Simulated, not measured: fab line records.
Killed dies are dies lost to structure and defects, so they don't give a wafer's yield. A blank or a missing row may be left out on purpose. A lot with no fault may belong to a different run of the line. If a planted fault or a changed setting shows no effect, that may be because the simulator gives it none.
fab line records ; flow gf180mcu
[record] lots = 13; wafers = 39; last_day = 34
route steps=602 shown HV_LDD@187 V2@387 M3@424
lots with no fault: from the same line, run without faults
start_h: hours from the record's first day to the start of the lot's first wafer shown ; wait_h: hours elapsed since this lot's preceding step ; " unchanged from the row above ; L1.1+2: one row covering several wafers at once ; - no value present, or no start provided ; * or withheld: withheld ; < > ~ a bound
route shown NAME@n: names a module that has steps shown in the file, with the first one's number in the route ; usual: average and standard deviation across the fault-free wafers ; same: alike in all rows ; chamber/n: place in a boat ; sites: readings site by site ; _std_site: the standard deviation of these ; _edge_site: inner sites' mean taken away from outer sites' mean ; radius_mm: for every site, how far away it sits from the centre of the wafer ; mask NAME#n: copy n ; behind: the last tool/chamber to shape the wafer ; hold: why the lot went on hold/how many hours it stayed there/how the hold came to an end ; device: whichever transistor did not switch (one of n, p or np) ; end of line: tests of these same wafers at the route's end ; a step without rows: its recipe alone ; killed: dies that structure and defects cost at the first sort, which is not the same as the wafer's yield ; map: a wafer's dies, marking killed ones x, the rest . and places with no die _
set.NAME: the setting the step ran with; set.NAME@STEP: the setting that earlier step ran with ; model.NAME: the simulator's own value behind a step, which no gauge read
one table for each step of the route and one row for each wafer, over a sample of lots
services: from which hour (start_h, from the record's first day; less than 0 if before it) a tool's chamber was out of use, for how many hours, and why
[[steps]]
[step GF_HV_LDD_TW_MEAS_11]
[usual] HV_LDD_TW = 2400/23
lot.wafer;tool;chamber;start_h;wait_h;HV_LDD_TW
L595.4;film_metro-01;-;223.92;0.1;2360
L595.5;film_metro-01;-;223.92;0.1;2364
L595.6;film_metro-01;-;223.92;0.1;2371
L596.3;film_metro-02;-;223.98;0.1;2380
L596.4;film_metro-02;-;223.98;0.1;2385
L596.5;film_metro-02;-;223.98;0.1;2370
L598.3;film_metro-02;-;243.76;0.1;2397
L598.4;film_metro-02;-;243.76;0.1;2399
L598.6;film_metro-02;-;243.76;0.1;2421
L597.2;film_metro-02;-;246.07;0.1;2413
L597.4;film_metro-02;-;246.07;0.1;2402
L597.5;film_metro-02;-;246.07;0.1;2419
L599.3;film_metro-02;-;246.31;0.1;2388
L599.5;film_metro-02;-;246.31;0.1;2404
L599.6;film_metro-02;-;246.31;0.1;2411
L600.3;film_metro-04;-;261.88;0.1;2435
L600.5;film_metro-04;-;261.88;0.1;2435
L600.6;film_metro-04;-;261.88;0.1;2425
L601.1;film_metro-02;-;261.93;0.1;2416
L601.3;film_metro-02;-;261.93;0.1;2410
L601.6;film_metro-02;-;261.93;0.1;2400
L606.1;film_metro-04;-;298.39;0.1;2445
L606.4;film_metro-04;-;298.39;0.1;2419
L606.6;film_metro-04;-;298.39;0.1;2419
L608.2;film_metro-02;-;313.55;0.1;2394
L608.3;film_metro-02;-;313.55;0.1;2397
L608.4;film_metro-02;-;313.55;0.1;2391
L609.1;film_metro-02;-;322.09;0.1;2405
L609.2;film_metro-02;-;322.09;0.1;2400
L609.3;film_metro-02;-;322.09;0.1;2384
L611.3;film_metro-04;-;332.55;0.1;2434
L611.4;film_metro-04;-;332.55;0.1;2430
L611.5;film_metro-04;-;332.55;0.1;2428
L612.1;film_metro-01;-;340.84;0.1;2370
L612.2;film_metro-01;-;340.84;0.1;2379
L612.4;film_metro-01;-;340.84;0.1;2358
L618.1;film_metro-01;-;388.44;0.1;2367
L618.3;film_metro-01;-;388.44;0.1;2372
L618.4;film_metro-01;-;388.44;0.1;2379
[step GF_HV_LDD_CVD_56]
[recipe] material = Si3N4; precursor = DCS/NH3; target_thk_nm = 90; temp_c = 770; time_s = 1543; pressure_mtorr = 250
lot.wafer;tool;chamber;start_h;wait_h
L595.4+5+6;lpcvd-02;1;282.15;0.3
L596.3+4+5;lpcvd-02;1;283.58;1.4
L598.3+4+6;lpcvd-01;0;304.94;0.0
L597.2+4+5;lpcvd-01;1;306.37;0.1
L599.3+5+6;lpcvd-01;1;307.80;0.5
L600.3+5+6;lpcvd-01;0;325.02;0.0
L601.1+3+6;lpcvd-01;0;325.02;0.1
L606.1+4+6;lpcvd-02;1;365.84;1.1
L608.2+3+4;lpcvd-02;0;380.51;0.0
L609.1+2+3;lpcvd-02;0;389.65;0.1
L611.3+4+5;lpcvd-01;1;400.53;0.0
L612.1+2+4;lpcvd-01;0;410.45;0.1
L618.1+3+4;lpcvd-01;1;462.24;0.1
[step GF_HV_LDD_THK_MEAS_57]
[recipe] reads = Si3N4_of_HV_LDD_CVD_56
[usual] HV_LDD_CVD_56_THK = 89.8/0.78
lot.wafer;tool;chamber;start_h;wait_h;HV_LDD_CVD_56_THK[nm]
L595.4;film_metro-02;-;283.61;0.0;90.1
L595.5;film_metro-02;-;283.61;0.0;90.7
L595.6;film_metro-02;-;283.61;0.0;89.5
L596.3;film_metro-04;-;285.04;0.0;89.7
L596.4;film_metro-04;-;285.04;0.0;89.0
L596.5;film_metro-04;-;285.04;0.0;88.9
L598.3;film_metro-01;-;306.39;0.0;90.4
L598.4;film_metro-01;-;306.39;0.0;89.4
L598.6;film_metro-01;-;306.39;0.0;90.2
L597.2;film_metro-02;-;307.81;0.0;91.4
L597.4;film_metro-02;-;307.81;0.0;89.9
L597.5;film_metro-02;-;307.81;0.0;90.8
L599.3;film_metro-04;-;309.25;0.0;90.4
L599.5;film_metro-04;-;309.25;0.0;91.4
L599.6;film_metro-04;-;309.25;0.0;90.1
L601.1;film_metro-02;-;326.46;0.0;89.4
L601.3;film_metro-02;-;326.46;0.0;89.4
L601.6;film_metro-02;-;326.46;0.0;89.9
L600.3;film_metro-01;-;326.47;0.0;90.8
L600.5;film_metro-01;-;326.47;0.0;91.4
L600.6;film_metro-01;-;326.47;0.0;90.8
L606.1;film_metro-04;-;367.27;0.0;89.5
L606.4;film_metro-04;-;367.27;0.0;90.3
L606.6;film_metro-04;-;367.27;0.0;89.7
L608.2;film_metro-04;-;381.95;0.0;96.3
L608.3;film_metro-04;-;381.95;0.0;97.2
L608.4;film_metro-04;-;381.95;0.0;96.4
L609.1;film_metro-04;-;391.08;0.0;96.3
L609.2;film_metro-04;-;391.08;0.0;96.6
L609.3;film_metro-04;-;391.08;0.0;96.2
L611.3;film_metro-01;-;401.98;0.0;90.2
L611.4;film_metro-01;-;401.98;0.0;90.2
L611.5;film_metro-01;-;401.98;0.0;90.8
L612.1;film_metro-04;-;411.88;0.0;90.6
L612.2;film_metro-04;-;411.88;0.0;90.4
L612.4;film_metro-04;-;411.88;0.0;90.0
L618.1;film_metro-04;-;463.67;0.0;89.9
L618.3;film_metro-04;-;463.67;0.0;90.6
L618.4;film_metro-04;-;463.67;0.0;90.2
[step GF_HV_LDD_ETCHBACK_58]
[recipe] chemistry = CH3F/O2; target = Si3N4; stop_on = SiO2; source_w = 400; bias_w = 80; pressure_mtorr = 25; ch3f_flow_sccm = 40; O2_flow_sccm = 30; time_s = 100; target_depth_a = 900
[usual] drypump_motor_current_A = 5.7/0.34; oes_product_au = 0.841/0.0059; throttle_valve_pct = 10.561/0.0094
lot.wafer;tool;chamber;start_h;wait_h;drypump_motor_current_A;oes_product_au;rf_hours_counter_h;throttle_valve_pct
L595.4;rie_diel-03;3;283.64;0.0;5.4;0.852;3;10.563
L595.5;rie_diel-03;2;283.64;0.0;5.7;0.838;-;10.551
L595.6;rie_diel-03;1;283.64;0.0;5.4;0.832;-;10.565
L596.3;rie_diel-04;1;285.08;0.0;5.8;0.843;29;10.579
L596.4;rie_diel-04;3;285.08;0.0;6.6;0.839;114;10.555
L596.5;rie_diel-04;1;285.08;0.0;5.8;0.840;-;10.544
L598.3;rie_diel-02;3;306.43;0.0;5.3;0.844;116;10.554
L598.4;rie_diel-02;1;306.43;0.0;5.6;0.844;-;10.567
L598.6;rie_diel-02;3;306.43;0.0;5.3;0.836;-;10.575
L597.2;rie_diel-02;3;307.86;0.0;5.3;0.843;116;10.560
L597.4;rie_diel-02;1;307.86;0.0;5.7;0.843;77;10.548
L597.5;rie_diel-02;2;307.86;0.0;5.9;0.853;-;10.559
L599.3;rie_diel-04;1;309.29;0.0;5.8;0.841;30;10.576
L599.5;rie_diel-04;0;309.29;0.0;5.4;0.851;-;10.561
L599.6;rie_diel-04;3;309.29;0.0;6.6;0.836;-;10.548
L600.3;rie_diel-03;2;326.51;0.0;5.7;0.852;33;10.566
L600.5;rie_diel-03;2;326.51;0.0;5.8;0.842;-;10.538
L600.6;rie_diel-03;1;326.51;0.0;5.4;0.839;-;10.566
L601.1;rie_diel-04;2;326.52;0.1;5.9;0.833;5;10.567
L601.3;rie_diel-04;0;326.52;0.1;5.4;0.843;55;10.579
L601.6;rie_diel-04;3;326.52;0.1;6.6;0.838;-;10.551
L606.1;rie_diel-04;3;367.33;0.1;6.6;0.839;117;10.549
L606.4;rie_diel-04;1;367.33;0.1;5.7;0.847;31;10.568
L606.6;rie_diel-04;0;367.33;0.1;5.4;0.836;-;10.548
L608.2;rie_diel-02;1;382.00;0.0;5.7;0.871;79;10.549
L608.3;rie_diel-02;2;382.00;0.0;5.9;0.878;2;10.561
L608.4;rie_diel-02;3;382.00;0.0;5.3;0.874;0;10.544
L609.1;rie_diel-02;1;391.14;0.1;5.7;0.875;79;10.569
L609.2;rie_diel-02;0;391.14;0.1;5.7;0.880;65;10.578
L609.3;rie_diel-02;3;391.14;0.1;5.3;0.876;0;10.569
L611.3;rie_diel-04;2;402.02;0.0;5.9;0.844;7;10.577
L611.4;rie_diel-04;1;402.02;0.0;5.7;0.833;-;10.560
L611.5;rie_diel-04;2;402.02;0.0;5.9;0.840;-;10.551
L612.1;rie_diel-02;0;411.94;0.1;5.8;0.848;65;10.563
L612.2;rie_diel-02;3;411.94;0.1;5.3;0.846;1;10.563
L612.4;rie_diel-02;1;411.94;0.1;5.7;0.851;80;10.564
L618.1;rie_diel-02;1;463.73;0.1;5.6;0.844;81;10.573
L618.3;rie_diel-02;0;463.73;0.1;5.8;0.847;66;10.569
L618.4;rie_diel-02;2;463.73;0.1;5.9;0.839;4;10.564
[step GF_V2_BOW_MEAS_05]
[recipe] mode = bow
[usual] V2_BOW = 100/6.9
lot.wafer;tool;chamber;start_h;wait_h;V2_BOW[um]
L595.4;film_metro-04;-;445.89;0.3;98
L595.5;film_metro-04;-;445.89;0.3;97
L595.6;film_metro-04;-;445.89;0.3;97
L596.3;film_metro-04;-;448.15;0.1;112
L596.4;film_metro-04;-;448.15;0.1;108
L596.5;film_metro-04;-;448.15;0.1;107
L598.3;film_metro-04;-;472.89;0.2;99
L598.4;film_metro-04;-;472.89;0.2;111
L598.6;film_metro-04;-;472.89;0.2;103
L597.2;film_metro-01;-;473.34;0.2;105
L597.4;film_metro-01;-;473.34;0.2;96
L597.5;film_metro-01;-;473.34;0.2;108
L599.3;film_metro-04;-;476.16;0.3;88
L599.5;film_metro-04;-;476.16;0.3;99
L599.6;film_metro-04;-;476.16;0.3;95
L600.3;film_metro-02;-;494.83;0.1;97
L600.5;film_metro-02;-;494.83;0.1;104
L600.6;film_metro-02;-;494.83;0.1;105
L601.1;film_metro-02;-;495.93;0.1;110
L601.3;film_metro-02;-;495.93;0.1;108
L601.6;film_metro-02;-;495.93;0.1;103
L606.1;film_metro-02;-;540.86;0.2;104
L606.4;film_metro-02;-;540.86;0.2;105
L606.6;film_metro-02;-;540.86;0.2;112
L608.2;film_metro-02;-;555.12;0.1;107
L608.3;film_metro-02;-;555.12;0.1;95
L608.4;film_metro-02;-;555.12;0.1;112
L609.1;film_metro-04;-;564.10;0.3;99
L609.2;film_metro-04;-;564.10;0.3;92
L609.3;film_metro-04;-;564.10;0.3;95
L611.3;film_metro-04;-;575.46;0.2;120
L611.4;film_metro-04;-;575.46;0.2;106
L611.5;film_metro-04;-;575.46;0.2;98
L612.1;film_metro-02;-;582.45;0.2;100
L612.2;film_metro-02;-;582.45;0.2;101
L612.4;film_metro-02;-;582.45;0.2;92
L618.1;film_metro-02;-;628.16;0.1;100
L618.3;film_metro-02;-;628.16;0.1;99
L618.4;film_metro-02;-;628.16;0.1;87
[step GF_M3_OVL_MEAS_15]
[usual] M3_OVL = 0/4.9
lot.wafer;tool;chamber;start_h;wait_h;M3_OVL[nm]
L595.4;overlay-02;-;496.14;0.1;3
L595.5;overlay-02;-;496.14;0.1;6
L595.6;overlay-02;-;496.14;0.1;6
L596.3;overlay-01;-;498.58;0.1;3
L596.4;overlay-01;-;498.58;0.1;-1
L596.5;overlay-01;-;498.58;0.1;2
L598.3;overlay-01;-;522.52;0.1;-4
L598.4;overlay-01;-;522.52;0.1;-11
L598.6;overlay-01;-;522.52;0.1;-4
L597.2;overlay-02;-;523.18;0.1;-5
L597.4;overlay-02;-;523.18;0.1;-5
L597.5;overlay-02;-;523.18;0.1;8
L599.3;overlay-02;-;525.34;0.1;10
L599.5;overlay-02;-;525.34;0.1;3
L599.6;overlay-02;-;525.34;0.1;11
L600.3;overlay-02;-;542.02;0.1;0
L600.5;overlay-02;-;542.02;0.1;5
L600.6;overlay-02;-;542.02;0.1;-2
L601.1;overlay-02;-;544.20;0.1;0
L601.3;overlay-02;-;544.20;0.1;1
L601.6;overlay-02;-;544.20;0.1;3
L606.1;overlay-01;-;585.82;0.1;-7
L606.4;overlay-01;-;585.82;0.1;-4
L606.6;overlay-01;-;585.82;0.1;-6
L608.2;overlay-01;-;599.53;0.1;3
L608.3;overlay-01;-;599.53;0.1;-5
L608.4;overlay-01;-;599.53;0.1;0
L609.1;overlay-01;-;607.57;0.1;5
L609.2;overlay-01;-;607.57;0.1;-1
L609.3;overlay-01;-;607.57;0.1;4
L611.3;overlay-01;-;618.56;0.1;-10
L611.4;overlay-01;-;618.56;0.1;-8
L611.5;overlay-01;-;618.56;0.1;-10
L612.1;overlay-01;-;625.65;0.1;3
L612.2;overlay-01;-;625.65;0.1;8
L612.4;overlay-01;-;625.65;0.1;5
L618.1;overlay-01;-;668.37;0.1;5
L618.3;overlay-01;-;668.37;0.1;5
L618.4;overlay-01;-;668.37;0.1;5
[[services]]
tool;chamber;start_h;hours;kind
rie_diel-03;0;275.92;7.4;repair
rie_diel-02;0;279.94;15.3;repair
rie_diel-02;2;295.27;-;clean
rie_diel-02;2;295.27;12.0;scheduled_down
rie_diel-02;2;295.27;12.0;vent_cycle
rie_diel-04;2;306.79;4.7;repair
rie_diel-04;-;339.72;1.2;repair
rie_diel-02;-;342.01;2.8;pm
lpcvd-02;-;359.73;6.1;pm
rie_diel-02;3;364.62;-;clean
rie_diel-02;3;364.62;15.0;scheduled_down
rie_diel-02;3;364.62;15.0;vent_cycle
rie_diel-04;3;379.33;-;clean
rie_diel-04;3;379.33;23.9;scheduled_down
rie_diel-04;3;379.33;23.9;vent_cycle
lpcvd-01;-;380.53;1.3;repair
rie_diel-03;2;385.70;4.2;repair
rie_diel-03;-;388.23;0.3;repair
rie_diel-03;-;392.15;0.6;repair
rie_diel-04;3;462.18;8.5;repair
[[key]]
[first_sign] step = GF_HV_LDD_THK_MEAS_57; reading = HV_LDD_CVD_56_THK; direction = up; sigmas = 8.6; usual = 89.8; struck = 96.5
[effect] step = GF_HV_LDD_ETCHBACK_58; reading = oes_product_au; direction = up; sigmas = 5.8; usual = 0.841; struck = 0.876
met_at GF_HV_LDD_CVD_56
struck_lots L608,L609
struck_wafers L608.2,L608.3,L608.4,L609.1,L609.2,L609.3
tester_left_out L608,L609
not_acting_at GF_HV_LDD_TW_MEAS_11,GF_V2_BOW_MEAS_05,GF_M3_OVL_MEAS_15
[fault] kind = process_parameter_drift; tool = lpcvd-02; chamber = 0; onset_h = 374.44; steps = GF_HV_LDD_CVD_56; channel = target_thk_nm; offset = 7.4117; shape = step; end_h = 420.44; acts_in = these_recipes_only; stated = 90
// tester_left_out: of these lots the tester's yield and bins aren't shown, on N5 and GAA mostly nor the transistor test; their killed dies are dies lost to structure and defects alone, not to doping, threshold or leakage, so they don't give the yield
